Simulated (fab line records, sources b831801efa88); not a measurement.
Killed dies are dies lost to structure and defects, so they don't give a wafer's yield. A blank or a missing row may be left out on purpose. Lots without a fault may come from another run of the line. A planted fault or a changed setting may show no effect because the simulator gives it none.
A struck lot beside a sound one | flow gf180mcu | 29 steps out of a route of 602
Sound: wafers L154.2, L154.3, L154.6. Struck: wafer L171.3. (L171.2, L171.4 of the same lot were not struck and are left out.) The cause comes at the end.
At each step with rows: each side's tool, then ch and its chambers, then its first start. Under that, the readings that differ: sound wafers | struck wafers | difference of the means | sigmas: that difference in standard deviations of wafers without a fault.
alike: readings whose means differ by less than 2 such deviations, and words and numbers that are the same on both sides. not compared: withheld readings, readings that some wafer has no value for, bounds like >300 that may hide the same value, and numbers for which the record gives no deviation and whose values overlap.
The two part at a step that has a row with sigmas, a row that says differs or no value, or rows on one side only. Numbers that don't overlap but have no deviation are shown without sigmas and don't part them. A reading that every wafer of one side lacks parts them only if that side has two wafers or more.

first, 3 steps without rows for these wafers: GF_V5_STRIP_19 (strips in post etch residue remover, time 1200 s); GF_V5_CLEAN_20 (cleans in DIW); GF_V5_SPUTTER_21 (material Ti, target thk 15 nm, time 80.02 s).
GF_V5_SPUTTER_22: material TiN, target thk 10 nm, time 40 s.
  sound on pvd_sputter-04, day 28 10:31; struck on pvd_sputter-03, day 33 02:48
  alike: throttle_valve_pct
then, 1 step without rows for these wafers: GF_V5_CVD_23 (deposits W, target thk 350 nm, time 104.9 s).
GF_V5_RS_MEAS_24: measures by four-point-probe.
  sound on film_metro-02, day 28 10:41; struck on film_metro-03, day 33 02:58
  alike: V5_W_RS
GF_V5_THK_MEAS_25: measures by xrf.
  sound on film_metro-02, day 28 10:48; struck on film_metro-03, day 33 03:05
  alike: V5_W_THK
GF_V5_CMP_26: polishes, stops on SiO2, t overpolish 15 s, target thk 0 nm.
  sound on cmp-01 ch 1,2,3, day 28 10:54; struck on cmp-01 ch 2, day 33 03:11
  alike: edge_zone_pressure_frac, motor_current_A, overpolish_run_s, time_to_endpoint_s
then, 1 step without rows for these wafers: GF_TOP_METAL_SPUTTER_00 (material Ti, target thk 37.5 nm, time 150 s).
GF_TOP_METAL_SPUTTER_01: material TiN, target thk 30 nm, time 25 s.
  sound on pvd_sputter-03, day 28 11:15; struck on pvd_sputter-01, day 33 03:32
  reading                | sound          | struck | difference | sigmas
  throttle_valve_pct (%) | 31.2 30.5 32.1 | 29.3   | -2.0       | -2
GF_TOP_METAL_SPUTTER_02: material AlCu, target thk 900 nm, time 47.82 s.
  sound on pvd_sputter-03, day 28 11:17; struck on pvd_sputter-01, day 33 03:34
  reading                | sound          | struck | difference | sigmas
  throttle_valve_pct (%) | 31.4 30.4 31.8 | 28.9   | -2.3       | -3
then, 1 step without rows for these wafers: GF_TOP_METAL_SPUTTER_03 (material Ti, target thk 5 nm, time 3.3 s).
GF_TOP_METAL_SPUTTER_04: material TiN, target thk 25 nm, time 20.8 s.
  sound on pvd_sputter-03, day 28 11:20; struck on pvd_sputter-01, day 33 03:37
  reading                                       | sound             | struck | difference | sigmas
  model.TiN_of_TOP_METAL_SPUTTER_04.thk_nm (nm) | 24.96 25.16 25.19 | 26.41  | +1.31      |
  alike: throttle_valve_pct
GF_TOP_METAL_RS_MEAS_05: measures by four-point-probe.
  sound on film_metro-01, day 28 11:23; struck on film_metro-04, day 33 03:40
  alike: TOP_METAL_ALCU_RS
GF_TOP_METAL_THK_MEAS_06: measures by xrf.
  sound on film_metro-01, day 28 11:30; struck on film_metro-04, day 33 03:47
  alike: TOP_METAL_ALCU_THK
then, 7 steps without rows for these wafers: GF_TOP_METAL_DEHYDRATE_07 (time 60 s); GF_TOP_METAL_HMDS_08 (prime time 60 s); GF_TOP_METAL_COAT_09 (resist thk 1500 nm); GF_TOP_METAL_SOFTBAKE_10 (time 60 s); GF_TOP_METAL_EXPOSE_11 (exposes mask MetalTop, target cd 440 nm); GF_TOP_METAL_PEB_12; GF_TOP_METAL_DEVELOP_13 (develop time 60 s).
GF_TOP_METAL_CD_MEAS_14: target cd 440 nm.
  sound on cd_sem-01, day 29 07:07; struck on cd_sem-02, day 33 19:30
  alike: cd_nm
GF_TOP_METAL_OVL_MEAS_15:
  sound on overlay-02, day 29 07:14; struck on overlay-02, day 33 19:37
  alike: TOP_METAL_OVL
then, 1 step without rows for these wafers: GF_TOP_METAL_METAL_ETCH_16 (etches the open film in Cl2/BCl3, stops on SiO2, target depth 1197 nm, time 199.5 s).
GF_TOP_METAL_STRIP_17: strips in O2/N2.
  sound on plasma_asher-01 ch 0,1, day 29 07:27; struck on plasma_asher-01 ch 0, day 33 19:50
  alike: drypump_motor_current_A, heater_power_w, oes_product_au, strip_time_to_endpoint_s
  not compared: rf_hours_counter_h
GF_TOP_METAL_STRIP_18: strips in post etch residue remover, time 1200 s.
  sound on wet_bench-03 ch 2, day 29 07:33; struck on wet_bench-01 ch 2, day 33 19:56
  reading                                       | sound             | struck | difference | sigmas
  model.TiN_of_TOP_METAL_SPUTTER_04.thk_nm (nm) | 24.54 24.74 24.77 | 25.99  | +1.31      |
then, 2 steps without rows for these wafers: GF_TOP_METAL_CLEAN_19 (cleans in DIW); GF_PASSIVATION_PROBE_99.

WHERE THEY PART
First at GF_TOP_METAL_SPUTTER_01; last, within this record, at GF_TOP_METAL_SPUTTER_02. Later steps at which nothing parts them and some readings are alike: GF_TOP_METAL_SPUTTER_04, GF_TOP_METAL_RS_MEAS_05, GF_TOP_METAL_THK_MEAS_06, GF_TOP_METAL_CD_MEAS_14, GF_TOP_METAL_OVL_MEAS_15, GF_TOP_METAL_STRIP_17.

WHY: what the simulator had put in
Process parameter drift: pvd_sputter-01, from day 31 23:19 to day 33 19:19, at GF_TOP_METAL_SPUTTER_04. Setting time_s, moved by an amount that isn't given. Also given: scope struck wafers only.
